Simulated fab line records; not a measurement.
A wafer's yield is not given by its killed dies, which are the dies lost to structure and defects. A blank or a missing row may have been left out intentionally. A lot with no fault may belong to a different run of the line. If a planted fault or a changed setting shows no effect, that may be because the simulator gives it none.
8D (eight disciplines) problem report, filled in by code ; flow gf180mcu ; the parts of the form that need people (team, actions taken, sign-off) are left out

1. WHAT WENT WRONG
Wafers without a fault read 259.9 nm, standard deviation 1.3; cd_nm at GF_V3_CD_MEAS_14 reads a mean of 247.8 nm on 6 wafers belonging to 2 lots. Relative to the usual mean, that is a shift of -9.3 standard deviations.
The step: target cd 260 nm.
First seen on wafer L772.2, day 29 06:13, on cd_sem-02. At this step, 39 wafers from 13 lots have a number in the record. Rule for "out", or "out of limits": more than 4 standard deviations from the usual mean. Any other wafer with a number is counted as sound.

2. WHAT IT IS; WHAT IT IS NOT
question;is;is not
which readings at this step;cd_nm;-
which lots;L772, L773;L755, L757, L758, L759, L760, L761, L762, L765, L767, L768, L771
which wafers of those lots;all that have a number;-
read on which gauges;cd_sem-01, cd_sem-02;-
when;from day 29 06:13;up to then (33 sound wafers)

3. SUSPECTS, AND WHAT RULES EACH OUT
Counting: a tool at any process step up to the reading remains a suspect when it ran all the lots that are out and ran no sound lot after the first of those.
- the gauge at GF_V3_CD_MEAS_14 has been ruled out. The wafers that are out were read on 2 gauges (cd_sem-01, cd_sem-02).
- krf_scanner-01 at GF_V3_EXPOSE_11 (exposes mask Via3, target cd 260 nm): kept. It ran every lot that is out, first L772 (day 28 20:22), and no sound lot after that; its last sound lot up to then is L771 (day 28 17:59). On those wafers its own readings are out: exposure_dose_mJ_cm2.
The count leaves krf_scanner-01 at GF_V3_EXPOSE_11.

4. THE CAUSE (what the simulator had put in)
Process parameter drift: krf_scanner-01, from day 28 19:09 on, at GF_V3_EXPOSE_11. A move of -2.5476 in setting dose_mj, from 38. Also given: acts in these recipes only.
Counting left only this tool.

5. SEQUENCE OF EFFECTS, ordered by route
Each row: a reading whose mean over the struck wafers that have a number lies more than 3 standard deviations from the usual. Only readings for which the record gives a usual standard deviation are gone through. hours: the time from each lot's start at the first step in this table that gives one to its start at this step, as a median over the lots. sigmas: the change in usual standard deviations.
hours;step;reading;usual;on struck wafers;change;sigmas
0;GF_V3_EXPOSE_11;exposure_dose_mJ_cm2;37.93;35.37;-2.56;-66
10;GF_V3_CD_MEAS_14;cd_nm;259.9 nm;247.8;-12.1;-9.3
It contains these process steps:
- GF_V3_EXPOSE_11: exposes mask Via3, target cd 260 nm.

6. HOW IT WOULD HAVE BEEN CAUGHT EARLIER
The first out-of-limits reading at a measuring or inspecting step in this record came at day 29 06:13, 11 hours after the fault's start at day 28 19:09.
The tool's own readings at GF_V3_EXPOSE_11 were out on every struck wafer that the step has a row for (exposure_dose_mJ_cm2): an alarm limit on them would have fired on the first of those.
The start of GF_V3_EXPOSE_11 on krf_scanner-01 came by day 29 06:13 for every one of the lots that are out (2). A hold on the tool at that time would have spared none of them.
